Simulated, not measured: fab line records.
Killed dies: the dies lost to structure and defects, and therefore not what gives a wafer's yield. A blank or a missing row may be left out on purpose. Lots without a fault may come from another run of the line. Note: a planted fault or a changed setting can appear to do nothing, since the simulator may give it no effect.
fab line records / flow gf180mcu
record: lots: 13 wafers: 39 last-day: 34
route steps=602 shown LVPWELL@58 CONTACT@312 V1@336 M2@368
lots that met no fault: taken from a fault-free run of the same line
start-h: hours from the record's opening day to when the first of the lot's shown wafers began / wait-h: hours since the lot's step before / " identical to the entry in the row above / L1.1+2: several wafers, shown together as one row / - no value present, or no start provided / * or withheld: withheld / < > ~ a bound
route shown NAME@n: names a module that has steps shown in the file, with the first one's number in the route / usual: mean/standard deviation of fault-free wafers / same: alike in all rows / chamber/n: place in a boat / sites: per-site readings / _std_site: how widely they spread, as a standard deviation / _edge_site: outer sites' mean less inner sites' / radius-mm: for every site, how far away it sits from the centre of the wafer / mask NAME#n: copy n / behind: the most recent tool/chamber to have shaped the wafer / hold: why the lot was held/for how many hours/how that ended / device: the transistor (n, p or np) that didn't switch / end of line: tests of these same wafers at the route's end / step lacking rows: just its recipe / killed: dies lost to structure and defects at the first sort, not the wafer's yield / map: per-die view of a wafer (x killed, . not killed, _ where there is no die)
set.NAME: setting as actually run; set.NAME@STEP: the setting as run at that earlier step / model.NAME: the simulator's own value behind a step, which no gauge read
route steps across a sampled set of lots; one table per step, one row per wafer
services: when a tool's chamber went out of use (start-h, in hours from the record's first day, below 0 if earlier), for how many hours, and the reason
== steps ==
step: GF_LVPWELL_EXPOSE_04
recipe: mask-id: LVPWELL target-cd-nm: 600 na: 0.6 source-shape: conventional sigma-outer: 0.6 dose-mj: 260
usual: reticle-temp-C: 23.00/0.11
lot.wafer=L944.2 tool=iline-stepper-01 chamber=0 start-h=85.25 wait-h=- mask=LVPWELL#0 reticle-temp-C=22.82
lot.wafer=L944.3 tool=iline-stepper-01 chamber=0 start-h=85.25 wait-h=- mask=LVPWELL#0 reticle-temp-C=22.80
lot.wafer=L944.6 tool=iline-stepper-01 chamber=0 start-h=85.25 wait-h=- mask=LVPWELL#0 reticle-temp-C=22.99
lot.wafer=L945.1 tool=iline-stepper-02 chamber=0 start-h=89.75 wait-h=- mask=LVPWELL#0 reticle-temp-C=23.04
lot.wafer=L945.3 tool=iline-stepper-02 chamber=0 start-h=89.75 wait-h=- mask=LVPWELL#0 reticle-temp-C=23.13
lot.wafer=L945.4 tool=iline-stepper-02 chamber=0 start-h=89.75 wait-h=- mask=LVPWELL#0 reticle-temp-C=22.90
lot.wafer=L946.1 tool=iline-stepper-02 chamber=0 start-h=94.60 wait-h=- mask=LVPWELL#0 reticle-temp-C=23.12
lot.wafer=L946.2 tool=iline-stepper-02 chamber=0 start-h=94.60 wait-h=- mask=LVPWELL#0 reticle-temp-C=22.92
lot.wafer=L946.3 tool=iline-stepper-02 chamber=0 start-h=94.60 wait-h=- mask=LVPWELL#0 reticle-temp-C=23.08
lot.wafer=L947.1 tool=iline-stepper-01 chamber=0 start-h=99.98 wait-h=- mask=LVPWELL#0 reticle-temp-C=23.14
lot.wafer=L947.3 tool=iline-stepper-01 chamber=0 start-h=99.98 wait-h=- mask=LVPWELL#0 reticle-temp-C=23.11
lot.wafer=L947.4 tool=iline-stepper-01 chamber=0 start-h=99.98 wait-h=- mask=LVPWELL#0 reticle-temp-C=23.17
lot.wafer=L948.2 tool=iline-stepper-02 chamber=0 start-h=107.42 wait-h=- mask=LVPWELL#0 reticle-temp-C=22.99
lot.wafer=L948.3 tool=iline-stepper-02 chamber=0 start-h=107.42 wait-h=- mask=LVPWELL#0 reticle-temp-C=22.96
lot.wafer=L948.6 tool=iline-stepper-02 chamber=0 start-h=107.42 wait-h=- mask=LVPWELL#0 reticle-temp-C=22.91
lot.wafer=L952.1 tool=iline-stepper-02 chamber=0 start-h=131.05 wait-h=- mask=LVPWELL#0 reticle-temp-C=23.00
lot.wafer=L952.2 tool=iline-stepper-02 chamber=0 start-h=131.05 wait-h=- mask=LVPWELL#0 reticle-temp-C=23.14
lot.wafer=L952.5 tool=iline-stepper-02 chamber=0 start-h=131.05 wait-h=- mask=LVPWELL#0 reticle-temp-C=23.15
lot.wafer=L954.2 tool=iline-stepper-02 chamber=0 start-h=139.57 wait-h=- mask=LVPWELL_R1#0 reticle-temp-C=22.84
lot.wafer=L954.3 tool=iline-stepper-02 chamber=0 start-h=139.57 wait-h=- mask=LVPWELL_R1#0 reticle-temp-C=23.06
lot.wafer=L954.6 tool=iline-stepper-02 chamber=0 start-h=139.57 wait-h=- mask=LVPWELL_R1#0 reticle-temp-C=22.96
lot.wafer=L957.1 tool=iline-stepper-01 chamber=0 start-h=154.78 wait-h=- mask=LVPWELL#0 reticle-temp-C=23.10
lot.wafer=L957.2 tool=iline-stepper-01 chamber=0 start-h=154.78 wait-h=- mask=LVPWELL#0 reticle-temp-C=22.82
lot.wafer=L957.3 tool=iline-stepper-01 chamber=0 start-h=154.78 wait-h=- mask=LVPWELL#0 reticle-temp-C=22.93
lot.wafer=L959.1 tool=iline-stepper-01 chamber=0 start-h=167.50 wait-h=- mask=LVPWELL#0 reticle-temp-C=23.06
lot.wafer=L959.2 tool=iline-stepper-01 chamber=0 start-h=167.50 wait-h=- mask=LVPWELL#0 reticle-temp-C=23.11
lot.wafer=L959.6 tool=iline-stepper-01 chamber=0 start-h=167.50 wait-h=- mask=LVPWELL#0 reticle-temp-C=22.82
lot.wafer=L960.1 tool=iline-stepper-01 chamber=0 start-h=177.05 wait-h=- mask=LVPWELL#0 reticle-temp-C=23.16
lot.wafer=L960.2 tool=iline-stepper-01 chamber=0 start-h=177.05 wait-h=- mask=LVPWELL#0 reticle-temp-C=23.07
lot.wafer=L960.6 tool=iline-stepper-01 chamber=0 start-h=177.05 wait-h=- mask=LVPWELL#0 reticle-temp-C=22.98
lot.wafer=L961.1 tool=iline-stepper-02 chamber=0 start-h=190.15 wait-h=- mask=LVPWELL#0 reticle-temp-C=23.15
lot.wafer=L961.2 tool=iline-stepper-02 chamber=0 start-h=190.15 wait-h=- mask=LVPWELL#0 reticle-temp-C=23.09
lot.wafer=L961.3 tool=iline-stepper-02 chamber=0 start-h=190.15 wait-h=- mask=LVPWELL#0 reticle-temp-C=22.99
lot.wafer=L962.1 tool=iline-stepper-01 chamber=0 start-h=190.60 wait-h=- mask=LVPWELL#0 reticle-temp-C=22.89
lot.wafer=L962.2 tool=iline-stepper-01 chamber=0 start-h=190.60 wait-h=- mask=LVPWELL#0 reticle-temp-C=22.92
lot.wafer=L962.4 tool=iline-stepper-01 chamber=0 start-h=190.60 wait-h=- mask=LVPWELL#0 reticle-temp-C=22.89
lot.wafer=L963.1 tool=iline-stepper-02 chamber=0 start-h=203.20 wait-h=- mask=LVPWELL#0 reticle-temp-C=23.02
lot.wafer=L963.3 tool=iline-stepper-02 chamber=0 start-h=203.20 wait-h=- mask=LVPWELL#0 reticle-temp-C=23.08
lot.wafer=L963.4 tool=iline-stepper-02 chamber=0 start-h=203.20 wait-h=- mask=LVPWELL#0 reticle-temp-C=22.98
step: GF_CONTACT_RS_MEAS_25
recipe: thk-meas-gauge: four-point-probe reads: W_of_CONTACT_CVD_24+TiN_of_CONTACT_SPUTTER_23+Ti_of_CONTACT_SPUTTER_22
usual: CONTACT_W_RS: 0.383/0.0033
lot.wafer=L944.2 tool=film-metro-04 chamber=- start-h=395.50 wait-h=0.1 CONTACT_W_RS[ohm/sq]=0.385
lot.wafer=L944.3 tool=film-metro-04 chamber=- start-h=395.50 wait-h=0.1 CONTACT_W_RS[ohm/sq]=0.383
lot.wafer=L944.6 tool=film-metro-04 chamber=- start-h=395.50 wait-h=0.1 CONTACT_W_RS[ohm/sq]=0.383
lot.wafer=L945.1 tool=film-metro-03 chamber=- start-h=398.42 wait-h=0.1 CONTACT_W_RS[ohm/sq]=0.388
lot.wafer=L945.3 tool=film-metro-03 chamber=- start-h=398.42 wait-h=0.1 CONTACT_W_RS[ohm/sq]=0.389
lot.wafer=L945.4 tool=film-metro-03 chamber=- start-h=398.42 wait-h=0.1 CONTACT_W_RS[ohm/sq]=0.389
lot.wafer=L946.1 tool=film-metro-02 chamber=- start-h=410.69 wait-h=0.1 CONTACT_W_RS[ohm/sq]=0.380
lot.wafer=L946.2 tool=film-metro-02 chamber=- start-h=410.69 wait-h=0.1 CONTACT_W_RS[ohm/sq]=0.382
lot.wafer=L946.3 tool=film-metro-02 chamber=- start-h=410.69 wait-h=0.1 CONTACT_W_RS[ohm/sq]=0.379
lot.wafer=L947.1 tool=film-metro-04 chamber=- start-h=418.39 wait-h=0.1 CONTACT_W_RS[ohm/sq]=0.387
lot.wafer=L947.3 tool=film-metro-04 chamber=- start-h=418.39 wait-h=0.1 CONTACT_W_RS[ohm/sq]=0.383
lot.wafer=L947.4 tool=film-metro-04 chamber=- start-h=418.39 wait-h=0.1 CONTACT_W_RS[ohm/sq]=0.386
lot.wafer=L948.2 tool=film-metro-04 chamber=- start-h=427.24 wait-h=0.1 CONTACT_W_RS[ohm/sq]=0.387
lot.wafer=L948.3 tool=film-metro-04 chamber=- start-h=427.24 wait-h=0.1 CONTACT_W_RS[ohm/sq]=0.387
lot.wafer=L948.6 tool=film-metro-04 chamber=- start-h=427.24 wait-h=0.1 CONTACT_W_RS[ohm/sq]=0.385
lot.wafer=L952.1 tool=film-metro-03 chamber=- start-h=472.56 wait-h=0.2 CONTACT_W_RS[ohm/sq]=0.379
lot.wafer=L952.2 tool=film-metro-03 chamber=- start-h=472.56 wait-h=0.2 CONTACT_W_RS[ohm/sq]=0.381
lot.wafer=L952.5 tool=film-metro-03 chamber=- start-h=472.56 wait-h=0.2 CONTACT_W_RS[ohm/sq]=0.382
lot.wafer=L954.2 tool=film-metro-03 chamber=- start-h=481.79 wait-h=0.1 CONTACT_W_RS[ohm/sq]=0.390
lot.wafer=L954.3 tool=film-metro-03 chamber=- start-h=481.79 wait-h=0.1 CONTACT_W_RS[ohm/sq]=0.386
lot.wafer=L954.6 tool=film-metro-03 chamber=- start-h=481.79 wait-h=0.1 CONTACT_W_RS[ohm/sq]=0.389
lot.wafer=L957.1 tool=film-metro-03 chamber=- start-h=507.98 wait-h=0.1 CONTACT_W_RS[ohm/sq]=0.387
lot.wafer=L957.2 tool=film-metro-03 chamber=- start-h=507.98 wait-h=0.1 CONTACT_W_RS[ohm/sq]=0.382
lot.wafer=L957.3 tool=film-metro-03 chamber=- start-h=507.98 wait-h=0.1 CONTACT_W_RS[ohm/sq]=0.379
lot.wafer=L959.1 tool=film-metro-04 chamber=- start-h=525.97 wait-h=0.1 CONTACT_W_RS[ohm/sq]=0.381
lot.wafer=L959.2 tool=film-metro-04 chamber=- start-h=525.97 wait-h=0.1 CONTACT_W_RS[ohm/sq]=0.383
lot.wafer=L959.6 tool=film-metro-04 chamber=- start-h=525.97 wait-h=0.1 CONTACT_W_RS[ohm/sq]=0.378
lot.wafer=L960.1 tool=film-metro-02 chamber=- start-h=538.16 wait-h=0.1 CONTACT_W_RS[ohm/sq]=0.384
lot.wafer=L960.2 tool=film-metro-02 chamber=- start-h=538.16 wait-h=0.1 CONTACT_W_RS[ohm/sq]=0.382
lot.wafer=L960.6 tool=film-metro-02 chamber=- start-h=538.16 wait-h=0.1 CONTACT_W_RS[ohm/sq]=0.384
lot.wafer=L961.1 tool=film-metro-04 chamber=- start-h=559.69 wait-h=0.1 CONTACT_W_RS[ohm/sq]=0.388
lot.wafer=L961.2 tool=film-metro-04 chamber=- start-h=559.69 wait-h=0.1 CONTACT_W_RS[ohm/sq]=0.381
lot.wafer=L961.3 tool=film-metro-04 chamber=- start-h=559.69 wait-h=0.1 CONTACT_W_RS[ohm/sq]=0.382
lot.wafer=L962.1 tool=film-metro-03 chamber=- start-h=561.31 wait-h=0.1 CONTACT_W_RS[ohm/sq]=0.381
lot.wafer=L962.2 tool=film-metro-03 chamber=- start-h=561.31 wait-h=0.1 CONTACT_W_RS[ohm/sq]=0.380
lot.wafer=L962.4 tool=film-metro-03 chamber=- start-h=561.31 wait-h=0.1 CONTACT_W_RS[ohm/sq]=0.382
lot.wafer=L963.1 tool=film-metro-04 chamber=- start-h=574.68 wait-h=0.2 CONTACT_W_RS[ohm/sq]=0.383
lot.wafer=L963.3 tool=film-metro-04 chamber=- start-h=574.68 wait-h=0.2 CONTACT_W_RS[ohm/sq]=0.390
lot.wafer=L963.4 tool=film-metro-04 chamber=- start-h=574.68 wait-h=0.2 CONTACT_W_RS[ohm/sq]=0.387
step: GF_V1_THK_MEAS_01
recipe: reads: SiO2_of_V1_CVD_00
usual: V1_CVD_00_THK: 597/5.8
lot.wafer=L944.2 tool=film-metro-03 chamber=- start-h=419.43 wait-h=0.0 V1_CVD_00_THK[nm]=587
lot.wafer=L944.3 tool=film-metro-03 chamber=- start-h=419.43 wait-h=0.0 V1_CVD_00_THK[nm]=596
lot.wafer=L944.6 tool=film-metro-03 chamber=- start-h=419.43 wait-h=0.0 V1_CVD_00_THK[nm]=597
lot.wafer=L945.1 tool=film-metro-01 chamber=- start-h=423.12 wait-h=0.0 V1_CVD_00_THK[nm]=586
lot.wafer=L945.3 tool=film-metro-01 chamber=- start-h=423.12 wait-h=0.0 V1_CVD_00_THK[nm]=584
lot.wafer=L945.4 tool=film-metro-01 chamber=- start-h=423.12 wait-h=0.0 V1_CVD_00_THK[nm]=587
lot.wafer=L946.1 tool=film-metro-03 chamber=- start-h=436.25 wait-h=0.0 V1_CVD_00_THK[nm]=596
lot.wafer=L946.2 tool=film-metro-03 chamber=- start-h=436.25 wait-h=0.0 V1_CVD_00_THK[nm]=596
lot.wafer=L946.3 tool=film-metro-03 chamber=- start-h=436.25 wait-h=0.0 V1_CVD_00_THK[nm]=597
lot.wafer=L947.1 tool=film-metro-03 chamber=- start-h=443.83 wait-h=0.0 V1_CVD_00_THK[nm]=592
lot.wafer=L947.3 tool=film-metro-03 chamber=- start-h=443.83 wait-h=0.0 V1_CVD_00_THK[nm]=584
lot.wafer=L947.4 tool=film-metro-03 chamber=- start-h=443.83 wait-h=0.0 V1_CVD_00_THK[nm]=585
lot.wafer=L948.2 tool=film-metro-02 chamber=- start-h=452.95 wait-h=0.0 V1_CVD_00_THK[nm]=597
lot.wafer=L948.3 tool=film-metro-02 chamber=- start-h=452.95 wait-h=0.0 V1_CVD_00_THK[nm]=592
lot.wafer=L948.6 tool=film-metro-02 chamber=- start-h=452.95 wait-h=0.0 V1_CVD_00_THK[nm]=599
lot.wafer=L952.1 tool=film-metro-03 chamber=- start-h=498.55 wait-h=0.0 V1_CVD_00_THK[nm]=599
lot.wafer=L952.2 tool=film-metro-03 chamber=- start-h=498.55 wait-h=0.0 V1_CVD_00_THK[nm]=595
lot.wafer=L952.5 tool=film-metro-03 chamber=- start-h=498.55 wait-h=0.0 V1_CVD_00_THK[nm]=592
lot.wafer=L954.2 tool=film-metro-01 chamber=- start-h=506.90 wait-h=0.0 V1_CVD_00_THK[nm]=586
lot.wafer=L954.3 tool=film-metro-01 chamber=- start-h=506.90 wait-h=0.0 V1_CVD_00_THK[nm]=587
lot.wafer=L954.6 tool=film-metro-01 chamber=- start-h=506.90 wait-h=0.0 V1_CVD_00_THK[nm]=591
lot.wafer=L957.1 tool=film-metro-03 chamber=- start-h=533.06 wait-h=0.0 V1_CVD_00_THK[nm]=599
lot.wafer=L957.2 tool=film-metro-03 chamber=- start-h=533.06 wait-h=0.0 V1_CVD_00_THK[nm]=593
lot.wafer=L957.3 tool=film-metro-03 chamber=- start-h=533.06 wait-h=0.0 V1_CVD_00_THK[nm]=603
lot.wafer=L959.1 tool=film-metro-01 chamber=- start-h=549.72 wait-h=0.0 V1_CVD_00_THK[nm]=595
lot.wafer=L959.2 tool=film-metro-01 chamber=- start-h=549.72 wait-h=0.0 V1_CVD_00_THK[nm]=601
lot.wafer=L959.6 tool=film-metro-01 chamber=- start-h=549.72 wait-h=0.0 V1_CVD_00_THK[nm]=597
lot.wafer=L960.1 tool=film-metro-01 chamber=- start-h=561.80 wait-h=0.0 V1_CVD_00_THK[nm]=591
lot.wafer=L960.2 tool=film-metro-01 chamber=- start-h=561.80 wait-h=0.0 V1_CVD_00_THK[nm]=598
lot.wafer=L960.6 tool=film-metro-01 chamber=- start-h=561.80 wait-h=0.0 V1_CVD_00_THK[nm]=594
lot.wafer=L961.1 tool=film-metro-01 chamber=- start-h=582.61 wait-h=0.0 V1_CVD_00_THK[nm]=605
lot.wafer=L961.2 tool=film-metro-01 chamber=- start-h=582.61 wait-h=0.0 V1_CVD_00_THK[nm]=601
lot.wafer=L961.3 tool=film-metro-01 chamber=- start-h=582.61 wait-h=0.0 V1_CVD_00_THK[nm]=599
lot.wafer=L962.1 tool=film-metro-01 chamber=- start-h=584.34 wait-h=0.0 V1_CVD_00_THK[nm]=599
lot.wafer=L962.2 tool=film-metro-01 chamber=- start-h=584.34 wait-h=0.0 V1_CVD_00_THK[nm]=592
lot.wafer=L962.4 tool=film-metro-01 chamber=- start-h=584.34 wait-h=0.0 V1_CVD_00_THK[nm]=597
lot.wafer=L963.1 tool=film-metro-02 chamber=- start-h=597.36 wait-h=0.0 V1_CVD_00_THK[nm]=598
lot.wafer=L963.3 tool=film-metro-02 chamber=- start-h=597.36 wait-h=0.0 V1_CVD_00_THK[nm]=596
lot.wafer=L963.4 tool=film-metro-02 chamber=- start-h=597.36 wait-h=0.0 V1_CVD_00_THK[nm]=599
step: GF_M2_THK_MEAS_06
recipe: thk-meas-gauge: xrf reads: AlCu_of_M2_SPUTTER_02
usual: M2_ALCU_THK: 448/4.5
lot.wafer=L944.2 tool=film-metro-01 chamber=- start-h=445.71 wait-h=0.1 M2_ALCU_THK[nm]=450
lot.wafer=L944.3 tool=film-metro-01 chamber=- start-h=445.71 wait-h=0.1 M2_ALCU_THK[nm]=448
lot.wafer=L944.6 tool=film-metro-01 chamber=- start-h=445.71 wait-h=0.1 M2_ALCU_THK[nm]=445
lot.wafer=L945.1 tool=film-metro-04 chamber=- start-h=449.13 wait-h=0.1 M2_ALCU_THK[nm]=452
lot.wafer=L945.3 tool=film-metro-04 chamber=- start-h=449.13 wait-h=0.1 M2_ALCU_THK[nm]=455
lot.wafer=L945.4 tool=film-metro-04 chamber=- start-h=449.13 wait-h=0.1 M2_ALCU_THK[nm]=454
lot.wafer=L946.1 tool=film-metro-02 chamber=- start-h=462.97 wait-h=0.1 M2_ALCU_THK[nm]=450
lot.wafer=L946.2 tool=film-metro-02 chamber=- start-h=462.97 wait-h=0.1 M2_ALCU_THK[nm]=450
lot.wafer=L946.3 tool=film-metro-02 chamber=- start-h=462.97 wait-h=0.1 M2_ALCU_THK[nm]=446
lot.wafer=L947.1 tool=film-metro-01 chamber=- start-h=470.63 wait-h=0.1 M2_ALCU_THK[nm]=444
lot.wafer=L947.3 tool=film-metro-01 chamber=- start-h=470.63 wait-h=0.1 M2_ALCU_THK[nm]=446
lot.wafer=L947.4 tool=film-metro-01 chamber=- start-h=470.63 wait-h=0.1 M2_ALCU_THK[nm]=443
lot.wafer=L948.2 tool=film-metro-01 chamber=- start-h=479.39 wait-h=0.1 M2_ALCU_THK[nm]=449
lot.wafer=L948.3 tool=film-metro-01 chamber=- start-h=479.39 wait-h=0.1 M2_ALCU_THK[nm]=448
lot.wafer=L948.6 tool=film-metro-01 chamber=- start-h=479.39 wait-h=0.1 M2_ALCU_THK[nm]=447
lot.wafer=L952.1 tool=film-metro-01 chamber=- start-h=523.94 wait-h=0.1 M2_ALCU_THK[nm]=451
lot.wafer=L952.2 tool=film-metro-01 chamber=- start-h=523.94 wait-h=0.1 M2_ALCU_THK[nm]=451
lot.wafer=L952.5 tool=film-metro-01 chamber=- start-h=523.94 wait-h=0.1 M2_ALCU_THK[nm]=453
lot.wafer=L954.2 tool=film-metro-01 chamber=- start-h=532.04 wait-h=0.1 M2_ALCU_THK[nm]=446
lot.wafer=L954.3 tool=film-metro-01 chamber=- start-h=532.04 wait-h=0.1 M2_ALCU_THK[nm]=450
lot.wafer=L954.6 tool=film-metro-01 chamber=- start-h=532.04 wait-h=0.1 M2_ALCU_THK[nm]=441
lot.wafer=L957.1 tool=film-metro-01 chamber=- start-h=557.77 wait-h=0.1 M2_ALCU_THK[nm]=450
lot.wafer=L957.2 tool=film-metro-01 chamber=- start-h=557.77 wait-h=0.1 M2_ALCU_THK[nm]=449
lot.wafer=L957.3 tool=film-metro-01 chamber=- start-h=557.77 wait-h=0.1 M2_ALCU_THK[nm]=447
lot.wafer=L959.1 tool=film-metro-02 chamber=- start-h=573.57 wait-h=0.1 M2_ALCU_THK[nm]=449
lot.wafer=L959.2 tool=film-metro-02 chamber=- start-h=573.57 wait-h=0.1 M2_ALCU_THK[nm]=445
lot.wafer=L959.6 tool=film-metro-02 chamber=- start-h=573.57 wait-h=0.1 M2_ALCU_THK[nm]=450
lot.wafer=L960.1 tool=film-metro-01 chamber=- start-h=585.52 wait-h=0.1 M2_ALCU_THK[nm]=452
lot.wafer=L960.2 tool=film-metro-01 chamber=- start-h=585.52 wait-h=0.1 M2_ALCU_THK[nm]=443
lot.wafer=L960.6 tool=film-metro-01 chamber=- start-h=585.52 wait-h=0.1 M2_ALCU_THK[nm]=446
lot.wafer=L961.1 tool=film-metro-04 chamber=- start-h=606.35 wait-h=0.1 M2_ALCU_THK[nm]=445
lot.wafer=L961.2 tool=film-metro-04 chamber=- start-h=606.35 wait-h=0.1 M2_ALCU_THK[nm]=449
lot.wafer=L961.3 tool=film-metro-04 chamber=- start-h=606.35 wait-h=0.1 M2_ALCU_THK[nm]=448
lot.wafer=L962.1 tool=film-metro-04 chamber=- start-h=608.43 wait-h=0.1 M2_ALCU_THK[nm]=454
lot.wafer=L962.2 tool=film-metro-04 chamber=- start-h=608.43 wait-h=0.1 M2_ALCU_THK[nm]=445
lot.wafer=L962.4 tool=film-metro-04 chamber=- start-h=608.43 wait-h=0.1 M2_ALCU_THK[nm]=456
lot.wafer=L963.1 tool=film-metro-01 chamber=- start-h=620.60 wait-h=0.1 M2_ALCU_THK[nm]=445
lot.wafer=L963.3 tool=film-metro-01 chamber=- start-h=620.60 wait-h=0.1 M2_ALCU_THK[nm]=440
lot.wafer=L963.4 tool=film-metro-01 chamber=- start-h=620.60 wait-h=0.1 M2_ALCU_THK[nm]=443
== services ==
tool=iline-stepper-02 chamber=- start-h=80.50 hours=1.0 kind=repair
tool=iline-stepper-01 chamber=- start-h=93.37 hours=1.7 kind=pm
tool=iline-stepper-01 chamber=- start-h=193.24 hours=7.7 kind=repair
== key ==
first-sign: step: GF_LVPWELL_EXPOSE_04 reading: mask direction: changed
effect none on later readings
met-at GF_LVPWELL_EXPOSE_04
struck-lots L954
tester-left-out L954
not-acting-at GF_CONTACT_RS_MEAS_25,GF_V1_THK_MEAS_01,GF_M2_THK_MEAS_06
onset-between 131.05 139.57
fault: kind: wrong-mask tool: any chamber: - onset-h: 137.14 steps: GF_LVPWELL_EXPOSE_04 aux-copy: LVPWELL_R1#0 cd-offset-nm: -120 scope: struck-lots-only
tester-left-out: of these lots the tester's yield and bins aren't shown, on N5 and GAA mostly nor the transistor test; their killed dies are dies lost to structure and defects alone, not to doping, threshold or leakage, so they don't give the yield
